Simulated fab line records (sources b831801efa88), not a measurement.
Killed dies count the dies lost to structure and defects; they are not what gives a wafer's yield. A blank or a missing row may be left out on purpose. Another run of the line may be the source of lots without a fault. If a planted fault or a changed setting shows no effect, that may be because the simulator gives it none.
Which tool was responsible? / flow gf180mcu / 42 wafers from 14 lots sampled at 5 of the route's 602 steps

== WHAT EACH GAUGE READ, for each wafer ==
GF_LVPWELL_OVL_MEAS_07. Usual: LVPWELL_OVL gives 0.1 nm (standard deviation 1.6).
lot=L644; measured=day 4 03:46; on=overlay-02; LVPWELL_OVL (nm)=0.5 -1.3 -0.5; flag=
lot=L647; measured=day 4 20:13; on=overlay-02; LVPWELL_OVL (nm)=-2.9 -4.1 -3.6; flag=
lot=L648; measured=day 5 03:46; on=overlay-01; LVPWELL_OVL (nm)=-0.2 -2.7 -2.7; flag=
lot=L649; measured=day 5 07:37; on=overlay-01; LVPWELL_OVL (nm)=-0.5 0.9 -1.7; flag=
lot=L650; measured=day 5 11:25; on=overlay-01; LVPWELL_OVL (nm)=0.0 -1.0 -0.2; flag=
lot=L651; measured=day 5 17:04; on=overlay-01; LVPWELL_OVL (nm)=-0.4 -0.3 0.1; flag=
lot=L652; measured=day 6 01:14; on=overlay-02; LVPWELL_OVL (nm)=-0.2 -0.7 1.0; flag=
lot=L654; measured=day 6 09:16; on=overlay-02; LVPWELL_OVL (nm)=-0.9 -1.1 -1.6; flag=
lot=L658; measured=day 7 09:53; on=overlay-01; LVPWELL_OVL (nm)=-2.3 1.5 -1.1; flag=
lot=L659; measured=day 7 17:20; on=overlay-01; LVPWELL_OVL (nm)=-0.1 2.5 1.8; flag=
lot=L662; measured=day 8 11:47; on=overlay-01; LVPWELL_OVL (nm)=-0.8 0.5 -1.9; flag=
lot=L663; measured=day 8 14:23; on=overlay-01; LVPWELL_OVL (nm)=0.0 0.5 1.7; flag=
lot=L665; measured=day 9 00:46; on=overlay-02; LVPWELL_OVL (nm)=2.7 2.3 1.6; flag=
lot=L666; measured=day 9 06:53; on=overlay-02; LVPWELL_OVL (nm)=0.7 -0.5 1.2; flag=

GF_VT_IMPLANT_RS_MEAS_47: a four-point-probe measurement. Usual: NWELL_RS gives 487.4 ohm/sq (standard deviation 1.2).
lot=L644; measured=day 7 23:04; on=filmMetro-04; NWELL_RS (ohm/sq)=486.4 484.6 485.8; flag=
lot=L647; measured=day 8 18:11; on=filmMetro-03; NWELL_RS (ohm/sq)=488.0 487.0 488.0; flag=
lot=L648; measured=day 9 06:23; on=filmMetro-04; NWELL_RS (ohm/sq)=486.9 487.6 488.1; flag=
lot=L649; measured=day 9 08:15; on=filmMetro-01; NWELL_RS (ohm/sq)=486.4 487.4 487.8; flag=
lot=L650; measured=day 9 13:50; on=filmMetro-03; NWELL_RS (ohm/sq)=489.3 489.6 488.2; flag=
lot=L651; measured=day 9 18:54; on=filmMetro-04; NWELL_RS (ohm/sq)=488.3 488.4 486.8; flag=
lot=L652; measured=day 10 04:13; on=filmMetro-04; NWELL_RS (ohm/sq)=489.5 487.7 487.2; flag=
lot=L654; measured=day 10 14:20; on=filmMetro-04; NWELL_RS (ohm/sq)=488.2 488.7 488.0; flag=
lot=L658; measured=day 11 20:55; on=filmMetro-04; NWELL_RS (ohm/sq)=485.2 487.0 486.6; flag=
lot=L659; measured=day 12 04:10; on=filmMetro-01; NWELL_RS (ohm/sq)=488.2 486.7 487.4; flag=
lot=L662; measured=day 13 02:46; on=filmMetro-04; NWELL_RS (ohm/sq)=487.2 486.3 485.7; flag=
lot=L663; measured=day 13 05:55; on=filmMetro-03; NWELL_RS (ohm/sq)=487.5 486.5 487.6; flag=
lot=L665; measured=day 13 18:56; on=filmMetro-01; NWELL_RS (ohm/sq)=487.3 486.8 488.2; flag=
lot=L666; measured=day 14 02:52; on=filmMetro-01; NWELL_RS (ohm/sq)=487.3 487.3 487.6; flag=

GF_VT_IMPLANT_RS_MEAS_48: a four-point-probe measurement. Usual: LVPWELL_RS gives 1196.8 ohm/sq (standard deviation 2.7).
lot=L644; measured=day 7 23:11; on=filmMetro-04; LVPWELL_RS (ohm/sq)=1192.9 1191.8 1192.1; flag=
lot=L647; measured=day 8 18:18; on=filmMetro-03; LVPWELL_RS (ohm/sq)=1196.7 1197.3 1196.8; flag=
lot=L648; measured=day 9 06:31; on=filmMetro-04; LVPWELL_RS (ohm/sq)=1194.1 1192.9 1192.8; flag=
lot=L649; measured=day 9 08:22; on=filmMetro-01; LVPWELL_RS (ohm/sq)=1196.0 1199.4 1200.5; flag=
lot=L650; measured=day 9 13:57; on=filmMetro-03; LVPWELL_RS (ohm/sq)=1202.5 1197.9 1197.2; flag=
lot=L651; measured=day 9 19:01; on=filmMetro-04; LVPWELL_RS (ohm/sq)=1198.5 1194.0 1198.6; flag=
lot=L652; measured=day 10 04:20; on=filmMetro-04; LVPWELL_RS (ohm/sq)=1196.9 1193.8 1194.2; flag=
lot=L654; measured=day 10 14:28; on=filmMetro-04; LVPWELL_RS (ohm/sq)=1196.9 1196.7 1196.4; flag=
lot=L658; measured=day 11 21:02; on=filmMetro-04; LVPWELL_RS (ohm/sq)=1193.2 1194.3 1193.7; flag=
lot=L659; measured=day 12 04:17; on=filmMetro-01; LVPWELL_RS (ohm/sq)=1208.7 1207.4 1206.1; flag=OFF
lot=L662; measured=day 13 02:53; on=filmMetro-04; LVPWELL_RS (ohm/sq)=1209.9 1207.2 1205.8; flag=OFF
lot=L663; measured=day 13 06:02; on=filmMetro-03; LVPWELL_RS (ohm/sq)=1209.3 1213.5 1209.9; flag=OFF
lot=L665; measured=day 13 19:03; on=filmMetro-01; LVPWELL_RS (ohm/sq)=1198.4 1195.1 1197.8; flag=
lot=L666; measured=day 14 02:59; on=filmMetro-01; LVPWELL_RS (ohm/sq)=1195.5 1200.0 1197.2; flag=

== TOOL THAT RAN EACH LOT (tool first, then ch and the chambers of the sampled wafers, then the start) ==
lot=L644; GF_STI_CMP_25=cmp-02 ch 0,1, day 2 09:55; GF_LVPWELL_IMPLANT_09=implanter-01 ch 0, day 4 03:59
lot=L647; GF_STI_CMP_25=cmp-02 ch 0,1,2, day 3 01:44; GF_LVPWELL_IMPLANT_09=implanter-04 ch 0, day 4 20:26
lot=L648; GF_STI_CMP_25=cmp-01 ch 1,2,3, day 3 07:58; GF_LVPWELL_IMPLANT_09=implanter-01 ch 0, day 5 03:57
lot=L649; GF_STI_CMP_25=cmp-01 ch 1,2, day 3 11:38; GF_LVPWELL_IMPLANT_09=implanter-02 ch 0, day 5 07:50
lot=L650; GF_STI_CMP_25=cmp-02 ch 2,3, day 3 15:54; GF_LVPWELL_IMPLANT_09=implanter-04 ch 0, day 5 11:36
lot=L651; GF_STI_CMP_25=cmp-01 ch 0,2, day 3 20:32; GF_LVPWELL_IMPLANT_09=implanter-01 ch 0, day 5 17:15
lot=L652; GF_STI_CMP_25=cmp-02 ch 0,1, day 4 02:59; GF_LVPWELL_IMPLANT_09=implanter-04 ch 0, day 6 01:26
lot=L654; GF_STI_CMP_25=cmp-01 ch 2,3, day 4 11:52; GF_LVPWELL_IMPLANT_09=implanter-01 ch 0, day 6 09:27
lot=L658; GF_STI_CMP_25=cmp-02 ch 0,1,2, day 5 07:53; GF_LVPWELL_IMPLANT_09=implanter-02 ch 0, day 7 10:16
lot=L659; GF_STI_CMP_25=cmp-02 ch 2,3, day 5 14:13; GF_LVPWELL_IMPLANT_09=implanter-01 ch 0, day 7 17:35
lot=L662; GF_STI_CMP_25=cmp-01 ch 1,2,3, day 6 06:59; GF_LVPWELL_IMPLANT_09=implanter-01 ch 0, day 8 12:00
lot=L663; GF_STI_CMP_25=cmp-01 ch 0,3, day 6 11:31; GF_LVPWELL_IMPLANT_09=implanter-01 ch 0, day 8 14:35
lot=L665; GF_STI_CMP_25=cmp-02 ch 0,1,2, day 6 22:03; GF_LVPWELL_IMPLANT_09=implanter-04 ch 0, day 9 00:57
lot=L666; GF_STI_CMP_25=cmp-01 ch 0,1,3, day 7 02:04; GF_LVPWELL_IMPLANT_09=implanter-04 ch 0, day 9 07:07
- GF_STI_CMP_25: polishes, stops on Si3N4, t overpolish 33 s, target thk 524.6 nm.
- GF_LVPWELL_IMPLANT_09

== AS READ BY THE TOOLS THEMSELVES (means over the sampled wafers that have a number; for cases with no such wafer, the mark the record gives instead) ==
GF_STI_CMP_25. Usual: motorCurrentA 10.9 A, standard deviation 1.4; overpolishRunS 33.001 s, standard deviation 0.01; timeToEndpointS 123 s, standard deviation 5.
lot=L644; tool=cmp-02; motorCurrentA (A)=9.6; overpolishRunS (s)=33.011; timeToEndpointS (s)=124; flag=
lot=L647; tool=cmp-02; motorCurrentA (A)=10.3; overpolishRunS (s)=33.001; timeToEndpointS (s)=123; flag=
lot=L648; tool=cmp-01; motorCurrentA (A)=10.9; overpolishRunS (s)=32.993; timeToEndpointS (s)=126; flag=
lot=L649; tool=cmp-01; motorCurrentA (A)=10.3; overpolishRunS (s)=33.007; timeToEndpointS (s)=126; flag=
lot=L650; tool=cmp-02; motorCurrentA (A)=11.8; overpolishRunS (s)=33.000; timeToEndpointS (s)=120; flag=
lot=L651; tool=cmp-01; motorCurrentA (A)=10.0; overpolishRunS (s)=33.006; timeToEndpointS (s)=130; flag=
lot=L652; tool=cmp-02; motorCurrentA (A)=11.2; overpolishRunS (s)=33.004; timeToEndpointS (s)=121; flag=
lot=L654; tool=cmp-01; motorCurrentA (A)=10.1; overpolishRunS (s)=33.013; timeToEndpointS (s)=121; flag=
lot=L658; tool=cmp-02; motorCurrentA (A)=10.5; overpolishRunS (s)=33.001; timeToEndpointS (s)=118; flag=
lot=L659; tool=cmp-02; motorCurrentA (A)=12.1; overpolishRunS (s)=32.995; timeToEndpointS (s)=123; flag=
lot=L662; tool=cmp-01; motorCurrentA (A)=11.0; overpolishRunS (s)=33.000; timeToEndpointS (s)=124; flag=
lot=L663; tool=cmp-01; motorCurrentA (A)=11.7; overpolishRunS (s)=32.991; timeToEndpointS (s)=123; flag=
lot=L665; tool=cmp-02; motorCurrentA (A)=10.6; overpolishRunS (s)=33.001; timeToEndpointS (s)=121; flag=
lot=L666; tool=cmp-01; motorCurrentA (A)=11.6; overpolishRunS (s)=32.998; timeToEndpointS (s)=124; flag=

GF_LVPWELL_IMPLANT_09. Usual: beamEnergyKeV 60.001, standard deviation 0.021; doseIonsCm2 5e+12, standard deviation 4.9e+09.
lot=L644 tool=implanter-01 beamEnergyKeV=59.987 doseIonsCm2=5e+12 flag=
lot=L647 tool=implanter-04 beamEnergyKeV=60.035 doseIonsCm2=5e+12 flag=
lot=L648 tool=implanter-01 beamEnergyKeV=59.976 doseIonsCm2=5e+12 flag=
lot=L649 tool=implanter-02 beamEnergyKeV=59.995 doseIonsCm2=5e+12 flag=
lot=L650 tool=implanter-04 beamEnergyKeV=59.975 doseIonsCm2=5e+12 flag=
lot=L651 tool=implanter-01 beamEnergyKeV=60.008 doseIonsCm2=5e+12 flag=
lot=L652 tool=implanter-04 beamEnergyKeV=60.006 doseIonsCm2=5e+12 flag=
lot=L654 tool=implanter-01 beamEnergyKeV=60.014 doseIonsCm2=5e+12 flag=
lot=L658 tool=implanter-02 beamEnergyKeV=60.030 doseIonsCm2=5e+12 flag=
lot=L659 tool=implanter-01 beamEnergyKeV=69.208 doseIonsCm2=5e+12 flag=OFF
lot=L662 tool=implanter-01 beamEnergyKeV=69.183 doseIonsCm2=5e+12 flag=OFF
lot=L663 tool=implanter-01 beamEnergyKeV=69.201 doseIonsCm2=5e+12 flag=OFF
lot=L665 tool=implanter-04 beamEnergyKeV=60.001 doseIonsCm2=5e+12 flag=
lot=L666 tool=implanter-04 beamEnergyKeV=60.002 doseIonsCm2=5e+12 flag=

== THE ANSWER, worked out from the rows above alone ==
Rule: take the mean of a lot's wafers that have a number; if it is more than 3 standard deviations from the usual mean, the lot is off. Also off: a lot with no number at a reading for which 4 or more lots have one. All remaining lots with rows at the step are treated as sound. The gauges are gone through in route order, then the tools' own readings, and for those a lot's mean is taken as printed above. The first step at which some lot is off is used, and at that step the reading that is off furthest; a lot without a number counts as furthest.
Off: L659, L662, L663, at GF_VT_IMPLANT_RS_MEAS_48 (LVPWELL_RS).
If a tool, at a process step before that reading, ran all the lots that are off and no sound lot after the first of them, it fits. Not tried: the gauges at GF_VT_IMPLANT_RS_MEAS_48; whatever is off there is also off at GF_LVPWELL_IMPLANT_09, on other tools, and gauge error can't account for it. One fits: GF_LVPWELL_IMPLANT_09 on implanter-01. Its last sound lot is L654 (day 6 09:27), its first lot that is off L659 (day 7 17:35): a fault that began between those two fits.
On the lots that are off, the tool's own readings at GF_LVPWELL_IMPLANT_09 differ by more than 5 times the standard deviation of the sound lots' means, which bears it out; beamEnergyKeV reads 69.197 there versus 60.003 on the sound lots.

== WHAT WAS PUT IN BY THE SIMULATOR ==
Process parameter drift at GF_LVPWELL_IMPLANT_09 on implanter-01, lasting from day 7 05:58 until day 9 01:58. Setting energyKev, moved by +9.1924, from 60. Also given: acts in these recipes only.
Shown lots that were struck: L659, L662, L663. The rule given above showed the same thing.
